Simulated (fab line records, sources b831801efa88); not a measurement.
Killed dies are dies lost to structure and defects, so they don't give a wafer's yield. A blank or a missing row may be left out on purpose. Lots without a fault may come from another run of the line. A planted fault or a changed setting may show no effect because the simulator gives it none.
fab line records | flow sky130
record lots=6 wafers=18 last_day=50
route steps=708 shown POLY_GATE@234 LDD_N@237 PAD_OPEN@708
lots that met no fault: from a run of the same line without faults
start_h: hours from the record's first day to the start of the lot's first wafer shown | wait_h: hours since the lot's step before | " the same as in the row above | L1.1+2: a row that stands for several wafers | - no value, or no start given | * or withheld: withheld | < > ~ a bound
route shown NAME@n: a module of which the file shows steps, and the number in the route of the first | usual: mean/standard deviation of fault-free wafers | same: alike in all rows | chamber/n: place in a boat | sites: the reading at each site | _std_site: their standard deviation | _edge_site: outer sites' mean less inner sites' | radius_mm: how far each site lies from the wafer's centre | mask NAME#n: copy n | behind: the tool/chamber that last shaped the wafer | hold: why the lot was held/for how many hours/how that ended | device: the transistor (n, p or np) that didn't switch | end of line: the same wafers' tests at the end of the route | a step without rows: its recipe alone | killed: dies lost to structure and defects at the first sort, not the wafer's yield | map: a wafer's dies, x killed, . not, _ none there
set.NAME: the setting as run; set.NAME@STEP: as run at that earlier step | model.NAME: the simulator's own value behind a step, which no gauge read
lots at some steps of the route; a table a step, a row a wafer
services: from which hour (start_h, from the record's first day; less than 0 if before it) a tool's chamber was out of use, for how many hours, and why
## steps
# step SKY_POLY_GATE_OXIDATION_20
# recipe temp_c=850 ambient=O2 stabilise_s=600 purge_s=300 target_thk_a=40 ox_time_s=899
# step SKY_POLY_GATE_THK_MEAS_21
# recipe reads=SiO2_of_POLY_GATE_OXIDATION_20
# usual POLY_GATE_OXIDATION_THK=3.94/0.095
# columns lot.wafer tool chamber start_h wait_h POLY_GATE_OXIDATION_THK[nm]
L385.2 film_metro-01 - 393.65 0.0 4.09
L385.4 " - " " 3.96
L385.6 " - " " 4.07
L392.1 film_metro-03 - 474.15 0.0 3.92
L392.3 " - " " 3.88
L392.5 " - " " 3.97
L401.1 film_metro-04 - 534.31 0.0 3.96
L401.2 " - " " 3.85
L401.3 " - " " 3.93
L403.2 film_metro-04 - 545.71 0.0 4.08
L403.3 " - " " 3.97
L403.6 " - " " 4.02
L404.2 film_metro-03 - 555.00 0.0 3.79
L404.3 " - " " 3.81
L404.5 " - " " 3.78
L406.2 film_metro-04 - 568.36 0.0 3.74
L406.4 " - " " 3.82
L406.5 " - " " 3.81
# step SKY_POLY_GATE_CD_MEAS_22
# usual cd_nm=148.7/2.6
# columns lot.wafer tool chamber start_h wait_h cd_nm
L385.2 cd_sem-01 - 393.73 0.1 146.1
L385.4 " - " " 149.1
L385.6 " - " " 146.0
L392.1 cd_sem-01 - 474.21 0.1 149.8
L392.3 " - " " 151.4
L392.5 " - " " 151.3
L401.1 cd_sem-02 - 534.37 0.1 148.4
L401.2 " - " " 146.0
L401.3 " - " " 147.2
L403.2 cd_sem-01 - 545.79 0.1 150.4
L403.3 " - " " 144.6
L403.6 " - " " 148.9
L404.2 cd_sem-02 - 555.07 0.1 148.3
L404.3 " - " " 151.8
L404.5 " - " " 149.0
L406.2 cd_sem-01 - 568.44 0.1 144.0
L406.4 " - " " 145.6
L406.5 " - " " 142.0
# step SKY_LDD_N_DEHYDRATE_00
# recipe temp_c=200 time_s=60
# step SKY_LDD_N_HMDS_01
# recipe prime_time_s=60 prime_temp_c=120
# step SKY_LDD_N_COAT_02
# recipe resist=NOVOLAK spin_rpm=3000 resist_thk_nm=300
# step SKY_LDD_N_SOFTBAKE_03
# recipe temp_c=90 time_s=60 resist=NOVOLAK
# step SKY_LDD_N_EXPOSE_04
# recipe mask_id=NTM target_cd_nm=840 na=0.6 source_shape=conventional sigma_outer=0.6 dose_mj=110
# step SKY_LDD_N_PEB_05
# recipe temp_c=withheld time_s=* resist=NOVOLAK
# step SKY_LDD_N_DEVELOP_06
# recipe develop_time_s=60 dev_temp_c=23
# step SKY_LDD_N_OVL_MEAS_07
# usual LDD_N_OVL=0.5/1.4
# columns lot.wafer tool chamber start_h wait_h LDD_N_OVL[nm]
L385.2 overlay-02 - 422.34 0.1 0.3
L385.4 " - " " 0.9
L385.6 " - " " 0.5
L392.1 overlay-02 - 505.29 0.1 1.3
L392.3 " - " " 2.5
L392.5 " - " " 0.4
L401.1 overlay-02 - 564.11 0.1 1.5
L401.2 " - " " 1.3
L401.3 " - " " 0.8
L403.2 overlay-01 - 575.39 0.1 2.5
L403.3 " - " " 1.5
L403.6 " - " " 1.5
L404.2 overlay-01 - 584.19 0.1 0.8
L404.3 " - " " -1.0
L404.5 " - " " 0.3
L406.2 overlay-02 - 597.09 0.1 0.7
L406.4 " - " " 2.7
L406.5 " - " " 0.3
# step SKY_LDD_N_IMPLANT_08
# recipe species=As energy_kev=20 dose_cm2=7.5e+13 tilt_deg=withheld rotation_deg=23
# step SKY_LDD_N_IMPLANT_09
# recipe species=As energy_kev=20 dose_cm2=7.5e+13 tilt_deg=withheld rotation_deg=113
# usual beam_energy_keV=20.000/0.0067 beam_on_s=10.00/0.22 dose_ions_cm2=7.499e+13/8.3e+10 end_station_pressure_torr=5.38e-06/2.9e-07 faraday_current_uA=423/9.4
# columns lot.wafer tool chamber start_h wait_h beam_energy_keV beam_on_s dose_ions_cm2 end_station_pressure_torr faraday_current_uA
L385.2 implanter-01 0 422.55 0.1 20.003 10.15 7.499e+13 5.43e-06 417
L385.4 " 0 " " 20.001 9.72 7.484e+13 4.83e-06 436
L385.6 " 0 " " 19.999 10.03 7.493e+13 5.58e-06 422
L392.1 implanter-04 0 505.47 0.1 20.005 10.01 7.499e+13 5.9e-06 422
L392.3 " 0 " " 20.002 9.56 7.514e+13 4.9e-06 442
L392.5 " 0 " " 20.001 9.95 7.49e+13 5.99e-06 425
L401.1 implanter-01 0 564.30 0.1 20.004 9.53 7.499e+13 5.7e-06 442
L401.2 " 0 " " 20.005 9.83 7.488e+13 5.34e-06 431
L401.3 " 0 " " 20.001 10.31 7.506e+13 4.9e-06 412
L403.2 implanter-04 0 575.60 0.1 20.006 10.87 9.144e+13 4.91e-06 473
L403.3 " 0 " " 20.001 11.06 9.144e+13 5.7e-06 471
L403.6 " 0 " " 20.005 10.44 9.164e+13 5.84e-06 493
L404.2 implanter-04 0 584.40 0.1 19.999 11.04 9.152e+13 5.57e-06 466
L404.3 " 0 " " 20.002 10.89 9.144e+13 5.65e-06 474
L404.5 " 0 " " 20.002 11.45 9.152e+13 5.28e-06 451
L406.2 implanter-03 0 597.30 0.1 20.013 9.97 7.515e+13 5.69e-06 426
L406.4 " 0 " " 19.997 9.93 7.498e+13 5.28e-06 426
L406.5 " 0 " " 20.006 9.90 7.5e+13 5.11e-06 428
# step SKY_LDD_N_IMPLANT_10
# recipe species=As energy_kev=20 dose_cm2=7.5e+13 tilt_deg=withheld rotation_deg=203
# step SKY_PAD_OPEN_PROBE_99
# usual killed_at_M0_to_M3=43/6.3 killed_at_M4_up=3.0/1.6 killed_at_contacts=25/5 killed_at_front_end=15/4.4 killed_at_other=0.3/0.8 killed_dies=85/8.7 killed_open=47/6.9 killed_short=38/6.3
# same gross_dies=492 killed_at_back_side=0
# columns lot.wafer tool chamber start_h wait_h killed_at_M0_to_M3 killed_at_M4_up killed_at_contacts killed_at_front_end killed_at_other killed_dies killed_open killed_short model.etest.tip_n.rs_ohm_sq
L385.2 prober-01 - 1090.86 0.1 37 3 25 17 0 82 46 36 441.9
L385.4 prober-01 - 1090.96 0.2 39 4 35 17 1 96 61 35 442.4
L385.6 prober-01 - 1091.06 0.2 39 3 33 22 0 97 58 39 446.7
L392.1 prober-01 - 1143.64 0.1 45 5 31 14 0 95 58 37 438.9
L392.3 prober-01 - 1143.74 0.2 38 3 23 25 1 90 50 40 437.1
L392.5 prober-01 - 1143.84 0.2 44 3 35 20 1 103 53 50 440.3
L401.1 prober-01 - 1179.36 0.1 35 4 23 13 0 75 36 39 441.5
L401.2 prober-01 - 1179.41 0.1 36 1 26 19 0 82 47 35 441.9
L401.3 prober-01 - 1179.46 0.2 38 1 28 12 0 79 53 26 443
L406.2 prober-02 - 1196.63 0.1 35 5 23 24 0 87 49 38 440.4
L406.4 prober-02 - 1196.73 0.2 50 2 18 17 1 88 37 50 439.2
L406.5 prober-02 - 1196.78 0.2 36 3 13 12 0 64 37 27 442
L404.2 prober-01 - 1199.60 0.1 53 6 21 12 0 92 46 46 421.2
L404.3 prober-01 - 1199.65 0.2 36 2 16 16 0 70 36 34 424.1
L404.5 prober-01 - 1199.75 0.2 38 5 18 11 0 72 40 32 424.3
# killed by level:class
L385.2 CONTACT:geometric_particle:open=10 VIA1:geometric_particle:open=9 METAL2:geometric_particle:short=8 POLY_GATE:geometric_particle:open=7 VIA2:geometric_particle:open=6 LI_CONTACT:geometric_particle:open=5 FIELD_ISO:geometric_particle:open=4 LI_CONTACT:geometric_particle:short=4
L385.4 VIA1:geometric_particle:open=12 LI_CONTACT:geometric_particle:open=11 POLY_GATE:geometric_particle:open=9 LOCAL_INTERCONNECT:geometric_particle:short=9 CONTACT:geometric_particle:open=7 VIA3:geometric_particle:open=6 CONTACT:geometric_particle:short=5 VIA2:geometric_particle:open=5
L385.6 CONTACT:geometric_particle:open=12 POLY_GATE:geometric_particle:open=11 LI_CONTACT:geometric_particle:open=8 POLY_GATE:geometric_particle:short=6 LOCAL_INTERCONNECT:geometric_particle:short=6 VIA1:geometric_particle:open=6 VIA2:geometric_particle:open=6 VIA1:geometric_particle:short=5
L392.1 VIA3:geometric_particle:open=12 VIA2:geometric_particle:open=11 CONTACT:geometric_particle:open=9 LI_CONTACT:geometric_particle:open=7 LOCAL_INTERCONNECT:geometric_particle:short=6 VIA1:geometric_particle:open=6 VIA1:geometric_particle:short=5 FIELD_ISO:geometric_particle:open=4
L392.3 CONTACT:geometric_particle:open=13 FIELD_ISO:geometric_particle:open=8 VIA2:geometric_particle:open=8 METAL2:geometric_particle:short=8 FIELD_ISO:geometric_particle:short=6 POLY_GATE:geometric_particle:open=4 VIA3:geometric_particle:open=4 LI_CONTACT:geometric_particle:open=4
L392.5 CONTACT:geometric_particle:open=12 VIA2:geometric_particle:open=9 FIELD_ISO:geometric_particle:short=8 LOCAL_INTERCONNECT:geometric_particle:short=7 LI_CONTACT:geometric_particle:open=6 VIA3:geometric_particle:short=6 LI_CONTACT:geometric_particle:short=5 VIA1:geometric_particle:open=5
L401.1 CONTACT:geometric_particle:open=11 VIA1:geometric_particle:open=10 METAL2:geometric_particle:short=9 METAL1:geometric_particle:short=6 LOCAL_INTERCONNECT:geometric_particle:short=5 POLY_GATE:geometric_particle:open=5 FIELD_ISO:geometric_particle:short=4 CONTACT:geometric_particle:short=4
L401.2 LI_CONTACT:geometric_particle:open=10 POLY_GATE:geometric_particle:open=6 FIELD_ISO:geometric_particle:open=5 LOCAL_INTERCONNECT:geometric_particle:short=5 CONTACT:geometric_particle:open=5 METAL1:geometric_particle:short=4 VIA1:geometric_particle:open=4 VIA2:geometric_particle:open=4
L401.3 CONTACT:geometric_particle:open=14 VIA1:geometric_particle:open=11 FIELD_ISO:geometric_particle:open=8 VIA3:geometric_particle:open=7 METAL1:geometric_particle:short=6 CONTACT:geometric_particle:short=4 VIA2:geometric_particle:open=4 LOCAL_INTERCONNECT:geometric_particle:short=3
L406.2 CONTACT:geometric_particle:open=10 FIELD_ISO:geometric_particle:short=9 VIA1:geometric_particle:open=8 FIELD_ISO:geometric_particle:open=6 VIA3:geometric_particle:open=6 POLY_GATE:geometric_particle:open=4 LI_CONTACT:geometric_particle:open=4 METAL1:geometric_particle:short=4
L406.4 METAL2:geometric_particle:short=12 VIA3:geometric_particle:open=10 FIELD_ISO:geometric_particle:short=9 VIA2:geometric_particle:open=7 CONTACT:geometric_particle:open=7 VIA1:geometric_particle:open=7 METAL1:geometric_particle:short=5 LOCAL_INTERCONNECT:geometric_particle:short=4
L406.5 VIA1:geometric_particle:open=11 CONTACT:geometric_particle:open=7 VIA3:geometric_particle:open=6 FIELD_ISO:geometric_particle:open=5 LI_CONTACT:geometric_particle:short=4 METAL2:geometric_particle:short=4 VIA1:geometric_particle:short=4 VIA2:geometric_particle:open=3
L404.2 VIA1:geometric_particle:open=14 VIA3:geometric_particle:short=7 CONTACT:geometric_particle:open=7 METAL3:geometric_particle:short=6 VIA2:geometric_particle:open=6 FIELD_ISO:geometric_particle:short=5 METAL2:geometric_particle:short=5 VIA3:geometric_particle:open=5
L404.3 VIA1:geometric_particle:open=9 CONTACT:geometric_particle:open=6 POLY_GATE:geometric_particle:open=5 CONTACT:geometric_particle:short=5 VIA2:geometric_particle:short=5 VIA3:geometric_particle:open=5 POLY_GATE:geometric_particle:short=4 METAL1:geometric_particle:short=4
L404.5 VIA1:geometric_particle:open=13 CONTACT:geometric_particle:short=7 VIA3:geometric_particle:open=6 CONTACT:geometric_particle:open=5 METAL2:geometric_particle:short=5 LI_CONTACT:geometric_particle:open=3 VIA1:geometric_particle:short=3 VIA2:geometric_particle:short=3
## services
# columns tool chamber start_h hours kind
implanter-04 - 399.97 9.5 repair
implanter-03 - 401.86 3.4 repair
implanter-04 - 443.29 1.8 repair
implanter-03 - 443.98 4.0 pm
implanter-03 - 552.31 1.4 repair
implanter-03 - 570.28 2.0 repair
implanter-04 - 577.14 1.4 repair
## key
first_sign step=SKY_LDD_N_IMPLANT_09 reading=dose_ions_cm2 direction=up sigmas=99+ usual=* struck=*
effect step=SKY_LDD_N_IMPLANT_09 reading=faraday_current_uA direction=up sigmas=5.2 usual=423 struck=471
model_effect step=SKY_PAD_OPEN_PROBE_99 value=etest.tip_n.rs_ohm_sq without=437 struck=423.2
met_at SKY_LDD_N_IMPLANT_09
struck_wafers L403.2,L403.3,L403.6,L404.2,L404.3,L404.5
rows_end L403.2,L403.3,L403.6
tester_left_out L404
onset_between 505.47 575.60
fault kind=process_parameter_drift tool=implanter-04 chamber=- onset_h=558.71 steps=SKY_LDD_N_IMPLANT_09 channel=dose_cm2 offset=* shape=step end_h=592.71 acts_in=* stated=*
# tester_left_out: of these lots the tester's yield and bins aren't shown, on N5 and GAA mostly nor the transistor test; their killed dies are dies lost to structure and defects alone, not to doping, threshold or leakage, so they don't give the yield
# rows_end: these wafers met a further fault down the route, and their rows from its step on are left out
